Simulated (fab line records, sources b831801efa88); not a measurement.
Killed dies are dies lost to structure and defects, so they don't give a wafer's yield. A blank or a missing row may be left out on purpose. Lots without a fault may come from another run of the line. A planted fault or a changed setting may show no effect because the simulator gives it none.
Which tool did it? | flow gf180mcu | 7 lots, 21 wafers sampled, at 1 step of a route of 602

WHAT THE GAUGES READ, wafer by wafer
GF_SAB_CD_MEAS_09: target cd 420 nm.
lot  | measured     | on        | cd_nm (nm)
L626 | day 16 11:38 | cd_sem-01 | 422.2 422.6 419.9
L629 | day 17 20:12 | cd_sem-02 | 421.9 421.4 422.2
L631 | day 18 08:23 | cd_sem-02 | 418.6 418.0 419.0
L638 | day 20 19:04 | cd_sem-02 | 420.0 420.6 422.2
L640 | day 21 12:34 | cd_sem-02 | 421.5 421.1 423.1
L642 | day 22 03:50 | cd_sem-01 | 422.7 421.5 421.6
L646 | day 23 12:31 | cd_sem-01 | 422.2 421.1 421.6

WHICH TOOL RAN EACH LOT (tool, then ch and the chambers of the sampled wafers, then the start)
The record holds no process step before these readings.

THE ANSWER, worked out from the rows above alone
Rule: what is usual is taken from the lots themselves. Put in order of their means at a reading, lots are off if they are a third of the lots or fewer, leave a main group of 4 or more, and stand apart from it by a gap of 3 or more times the standard deviation of the main group's means; of several such gaps the widest counts. A main group whose means are all the same, to the digits that the tables above print for the reading, isn't used. A lot without any number at a reading at which 4 lots or more have one is off too. The other lots that the step has rows for count as sound.
Off: L631, at GF_SAB_CD_MEAS_09 (cd_nm). The main group: mean 421.6 nm, standard deviation 0.34.
A tool fits if, at a process step before that reading, it ran every lot that is off, and no sound lot after the first of them. The gauges at GF_SAB_CD_MEAS_09 are tried like those tools. None of those tried fits.

WHAT THE SIMULATOR HAD PUT IN
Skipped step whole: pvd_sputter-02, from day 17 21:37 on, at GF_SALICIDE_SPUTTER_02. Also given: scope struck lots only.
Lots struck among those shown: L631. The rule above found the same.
